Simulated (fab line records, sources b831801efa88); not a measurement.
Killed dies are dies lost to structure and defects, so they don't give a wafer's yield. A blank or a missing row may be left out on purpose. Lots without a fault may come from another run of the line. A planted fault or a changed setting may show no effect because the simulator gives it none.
Which tool did it? | flow gf180mcu | 10 lots, 30 wafers sampled, at 5 steps of a route of 602

WHAT THE GAUGES READ, wafer by wafer
GF_V4_RS_MEAS_24: measures by four-point-probe. Usual: V4_W_RS 0.324 ohm/sq, standard deviation 0.0056.
lot  | measured     | on            | V4_W_RS (ohm/sq)  | flag
L350 | day 24 09:59 | film_metro-02 | 0.327 0.315 0.319 |
L352 | day 24 18:11 | film_metro-02 | 0.329 0.324 0.324 |
L353 | day 25 10:59 | film_metro-04 | 0.327 0.328 0.324 |
L354 | day 25 19:28 | film_metro-04 | 0.329 0.321 0.331 |
L355 | day 26 04:34 | film_metro-04 | 0.313 0.316 0.315 |
L362 | day 28 09:11 | film_metro-01 | 0.330 0.334 0.334 |
L364 | day 28 21:26 | film_metro-01 | 0.316 0.316 0.314 |
L370 | day 30 23:07 | film_metro-04 | 0.320 0.323 0.324 |
L371 | day 31 03:10 | film_metro-04 | 0.318 0.317 0.319 |
L372 | day 31 06:02 | film_metro-02 | 0.331 0.331 0.326 |

GF_MIM_RS_MEAS_10: measures by four-point-probe. Usual: MIM_ALCU_RS 0.1611 ohm/sq, standard deviation 0.0021.
lot  | measured     | on            | MIM_ALCU_RS (ohm/sq)                      | flag
L350 | day 24 10:53 | film_metro-04 | 0.1630 0.1618 0.1615                      |
L352 | day 24 19:04 | film_metro-04 | 0.1578 0.1573 0.1578                      |
L353 | day 25 12:23 | film_metro-01 | 0.1605 0.1608 0.1614                      |
L354 | day 25 20:22 | film_metro-01 | 0.1606 0.1592 0.1590                      |
L355 | day 26 05:29 | film_metro-01 | 0.1612 0.1610 0.1607                      |
L362 | day 28 10:05 | film_metro-01 | 0.1656 0.1650 0.1662 0.1661 0.1649 0.1659 |
L364 | day 28 22:32 | film_metro-03 | 0.1626 0.1621 0.1624 0.1624 0.1623 0.1625 |
L370 | day 31 00:01 | film_metro-04 | 0.1596 0.1611 0.1584                      |
L371 | day 31 04:04 | film_metro-01 | 0.1598 0.1596 0.1615                      |
L372 | day 31 06:56 | film_metro-03 | 0.1620 0.1630 0.1631                      |

WHICH TOOL RAN EACH LOT (tool, then ch and the chambers of the sampled wafers, then the start)
lot  | GF_V4_ETCH_16                      | GF_MIM_SPUTTER_03            | GF_MIM_SPUTTER_07
L350 | rie_diel-04 ch 0,1, day 24 09:05   | pvd_sputter-02, day 24 10:38 | pvd_sputter-01, day 24 10:47
L352 | rie_diel-04 ch 1,2, day 24 17:16   | pvd_sputter-01, day 24 18:47 | pvd_sputter-03, day 24 18:56
L353 | rie_diel-04 ch 2,3, day 25 10:02   | pvd_sputter-03, day 25 12:02 | pvd_sputter-01, day 25 12:14
L354 | rie_diel-03 ch 1,2, day 25 18:35   | pvd_sputter-03, day 25 20:07 | pvd_sputter-02, day 25 20:16
L355 | rie_diel-04 ch 1,2,3, day 26 03:37 | pvd_sputter-01, day 26 05:12 | pvd_sputter-03, day 26 05:22
L362 | rie_diel-01 ch 1,2, day 28 08:17   | pvd_sputter-03, day 28 09:49 | pvd_sputter-01, day 28 09:58
L364 | rie_diel-01 ch 0,1,3, day 28 20:31 | pvd_sputter-02, day 28 22:16 | pvd_sputter-01, day 28 22:26
L370 | rie_diel-01 ch 0,1,3, day 30 22:13 | pvd_sputter-01, day 30 23:46 | pvd_sputter-03, day 30 23:55
L371 | rie_diel-03 ch 0,1,3, day 31 02:05 | pvd_sputter-03, day 31 03:45 | pvd_sputter-03, day 31 03:54
L372 | rie_diel-04 ch 2,3, day 31 05:10   | pvd_sputter-01, day 31 06:41 | pvd_sputter-03, day 31 06:50
- GF_V4_ETCH_16: etches BARC in N2/H2.
- GF_MIM_SPUTTER_03: material Ti, target thk 10 nm, time 6.7 s.
- GF_MIM_SPUTTER_07: material TiN, target thk 60 nm, time 50 s.

WHAT THE TOOLS THEMSELVES READ (means of the sampled wafers that have a number; where no wafer has one, the mark that the record gives instead)
GF_V4_ETCH_16. Usual: bias_w 100.0 W, standard deviation 0.33; drypump_motor_current_A 6.0 A, standard deviation 0.43; oes_product_au 0.854 a.u., standard deviation 0.0047; throttle_valve_pct 13.225 %, standard deviation 0.0088.
lot  | tool        | bias_w (W) | drypump_motor_current_A (A) | oes_product_au (a.u.) | throttle_valve_pct (%) | flag
L350 | rie_diel-04 | 100.2      | 6.5                         | 0.856                 | 13.214                 |
L352 | rie_diel-04 | 100.0      | 6.5                         | 0.853                 | 13.213                 |
L353 | rie_diel-04 | 100.3      | 6.3                         | 0.855                 | 13.220                 |
L354 | rie_diel-03 | 100.1      | 6.0                         | 0.856                 | 13.224                 |
L355 | rie_diel-04 | 99.9       | 6.4                         | 0.858                 | 13.233                 |
L362 | rie_diel-01 | 100.2      | 5.8                         | 0.855                 | 13.218                 |
L364 | rie_diel-01 | 100.1      | 5.5                         | 0.851                 | 13.214                 |
L370 | rie_diel-01 | 99.8       | 5.5                         | 0.857                 | 13.222                 |
L371 | rie_diel-03 | 100.2      | 5.8                         | 0.857                 | 13.227                 |
L372 | rie_diel-04 | 99.9       | 6.3                         | 0.856                 | 13.231                 |

GF_MIM_SPUTTER_03. Usual: throttle_valve_pct 29.6 %, standard deviation 1.2.
lot  | tool           | throttle_valve_pct (%) | flag
L350 | pvd_sputter-02 | 29.6                   |
L352 | pvd_sputter-01 | 28.9                   |
L353 | pvd_sputter-03 | 30.2                   |
L354 | pvd_sputter-03 | 29.1                   |
L355 | pvd_sputter-01 | 29.2                   |
L362 | pvd_sputter-03 | 30.3                   |
L364 | pvd_sputter-02 | 30.8                   |
L370 | pvd_sputter-01 | 28.4                   |
L371 | pvd_sputter-03 | 30.3                   |
L372 | pvd_sputter-01 | 28.2                   |

GF_MIM_SPUTTER_07. Usual: throttle_valve_pct 29.5 %, standard deviation 1.1.
lot  | tool           | throttle_valve_pct (%) | flag
L350 | pvd_sputter-01 | 28.3                   |
L352 | pvd_sputter-03 | 30.2                   |
L353 | pvd_sputter-01 | 28.9                   |
L354 | pvd_sputter-02 | 29.8                   |
L355 | pvd_sputter-03 | 31.1                   |
L362 | pvd_sputter-01 | 29.1                   |
L364 | pvd_sputter-01 | 28.8                   |
L370 | pvd_sputter-03 | 29.9                   |
L371 | pvd_sputter-03 | 30.3                   |
L372 | pvd_sputter-03 | 29.2                   |

THE ANSWER, worked out from the rows above alone
Rule: a lot is off if the mean of its wafers that have a number lies more than 3 standard deviations from the usual mean. A lot without any number at a reading at which 4 lots or more have one is off too. The other lots that the step has rows for count as sound. The gauges are gone through in route order, then the tools' own readings, and for those a lot's mean is taken as printed above. The first step at which some lot is off is used, and at that step the reading that is off furthest; a lot without a number counts as furthest.
No lot is off at any reading shown: from this, nothing can be told.

WHAT THE SIMULATOR HAD PUT IN
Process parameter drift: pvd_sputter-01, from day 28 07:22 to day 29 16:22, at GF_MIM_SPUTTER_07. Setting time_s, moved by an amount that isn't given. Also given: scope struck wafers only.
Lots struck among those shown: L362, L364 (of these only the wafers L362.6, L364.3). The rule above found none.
